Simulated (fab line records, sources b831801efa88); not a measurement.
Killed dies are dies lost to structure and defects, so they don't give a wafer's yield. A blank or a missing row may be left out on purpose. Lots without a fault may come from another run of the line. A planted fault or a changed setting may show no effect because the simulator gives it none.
Which tool did it? | flow sky130 | 12 lots, 36 wafers sampled, at 1 step of a route of 708

WHAT THE GAUGES READ, wafer by wafer
SKY_PWDE_OVL_MEAS_07.
lot  | measured    | on         | PWDE_OVL (nm)
L075 | day 4 05:41 | overlay-01 | 2.5 2.1 1.6
L077 | day 4 16:18 | overlay-01 | 1.1 -1.3 -0.3
L079 | day 5 03:28 | overlay-02 | 1.1 0.7 2.7
L081 | day 5 12:46 | overlay-01 | -0.6 -0.5 1.2
L083 | day 6 01:32 | overlay-01 | 1.2 2.7 2.3
L085 | day 6 14:13 | overlay-02 | 1.6 0.4 1.9
L087 | day 6 21:59 | overlay-02 | 0.8 0.6 3.9
L089 | day 7 12:17 | overlay-02 | 0.9 -0.4 2.0
L091 | day 8 01:02 | overlay-02 | 3.0 0.9 2.7
L093 | day 8 06:59 | overlay-01 | 2.0 0.9 1.0
L095 | day 8 19:50 | overlay-01 | 2.9 3.0 3.2
L097 | day 9 05:50 | overlay-01 | 1.7 1.2 1.4

WHICH TOOL RAN EACH LOT (tool, then ch and the chambers of the sampled wafers, then the start)
The record holds no process step before these readings.

THE ANSWER, worked out from the rows above alone
Rule: what is usual is taken from the lots themselves. Put in order of their means at a reading, lots are off if they are a third of the lots or fewer, leave a main group of 4 or more, and stand apart from it by a gap of 3 or more times the standard deviation of the main group's means; of several such gaps the widest counts. A main group whose means are all the same, to the digits that the tables above print for the reading, isn't used. A lot without any number at a reading at which 4 lots or more have one is off too. The other lots that the step has rows for count as sound.
No lot is off at any reading shown: from this, nothing can be told.

WHAT THE SIMULATOR HAD PUT IN
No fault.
